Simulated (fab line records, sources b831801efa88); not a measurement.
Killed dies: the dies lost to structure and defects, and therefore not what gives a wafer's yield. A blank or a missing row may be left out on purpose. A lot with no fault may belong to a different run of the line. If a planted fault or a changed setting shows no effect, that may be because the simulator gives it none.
Struck lot and sound lot, side by side | flow sky130 | 14 steps out of a route of 708
Sound: the wafers L217.2, L217.4, L217.6. The struck wafers were L231.1, L231.3, L231.5. The cause is named last.
For every step that has rows: the tool of each side, followed by ch and its chambers, followed by its first start. Under that, the readings that differ: sound wafers | struck wafers | difference of the means | sigmas: that difference in standard deviations of wafers without a fault.
alike: readings with means less than 2 such deviations apart, plus words and numbers identical on both sides. not compared: withheld readings, readings lacking a value on some wafer, bounds such as >300 that could conceal the same value, and numbers that have no deviation in the record and whose values overlap.
The two part at a step that has a row with sigmas, a row that says differs or no value, or rows on one side only. Non-overlapping numbers with no deviation appear without sigmas and do not part them. A reading missing from all wafers of one side parts the sides only when that side holds two or more wafers.

SKY_METAL2_SPUTTER_00: material Ti, target thk 15 nm, time 10 s.
  sound on pvd_sputter-01 at day 34 18:35; struck on pvd_sputter-02 at day 39 07:47
  alike: throttle_valve_pct
SKY_METAL2_SPUTTER_01: material TiN, target thk 20 nm, time 16.7 s.
  sound on pvd_sputter-01 at day 34 18:37; struck on pvd_sputter-02 at day 39 07:49
  alike: throttle_valve_pct
SKY_METAL2_SPUTTER_02: material AlCu, target thk 250 nm, time 13.3 s.
  sound on pvd_sputter-01 at day 34 18:38; struck on pvd_sputter-02 at day 39 07:50
  alike: throttle_valve_pct
SKY_METAL2_SPUTTER_03: material Ti, target thk 5 nm, time 3.3 s.
  sound on pvd_sputter-01 at day 34 18:40; struck on pvd_sputter-02 at day 39 07:52
  alike: throttle_valve_pct
SKY_METAL2_SPUTTER_04: material TiN, target thk 70 nm, time 58.3 s.
  sound on pvd_sputter-01 at day 34 18:41; struck on pvd_sputter-02 at day 39 07:53
  alike: throttle_valve_pct
SKY_METAL2_RS_MEAS_05: measurement is done with a four-point probe.
  sound on film_metro-04 at day 34 18:45; struck on film_metro-03 at day 39 07:56
  alike: METAL2_ALCU_RS
SKY_METAL2_THK_MEAS_06: measures by xrf.
  sound on film_metro-04 at day 34 18:52; struck on film_metro-03 at day 39 08:03
  alike: METAL2_ALCU_THK
then, 5 steps without rows for these wafers: SKY_METAL2_DEHYDRATE_07 (time 60 s); SKY_METAL2_HMDS_08 (prime time 60 s); SKY_METAL2_COAT_09 (resist thk 60 nm); SKY_METAL2_COAT_10 (resist thk 450 nm); SKY_METAL2_SOFTBAKE_11 (time 90 s).
SKY_METAL2_EXPOSE_12: exposes mask MM2, target cd 140 nm.
  sound on krf_scanner-02 ch 0, day 35 08:05; struck on krf_scanner-01, day 39 19:59
  no value came back on the struck wafers for exposure_dose_mJ_cm2, focus_offset_nm (nm), sigma_inner; on the sound wafers exposure_dose_mJ_cm2 reads 27.944 27.947 27.966
  alike: mask
after that, 1 step had no rows for these wafers: SKY_METAL2_PEB_13.

== WHERE THEY PART ==
At SKY_METAL2_EXPOSE_12 and nowhere else, as far as this record goes.

WHY: the cause the simulator had injected
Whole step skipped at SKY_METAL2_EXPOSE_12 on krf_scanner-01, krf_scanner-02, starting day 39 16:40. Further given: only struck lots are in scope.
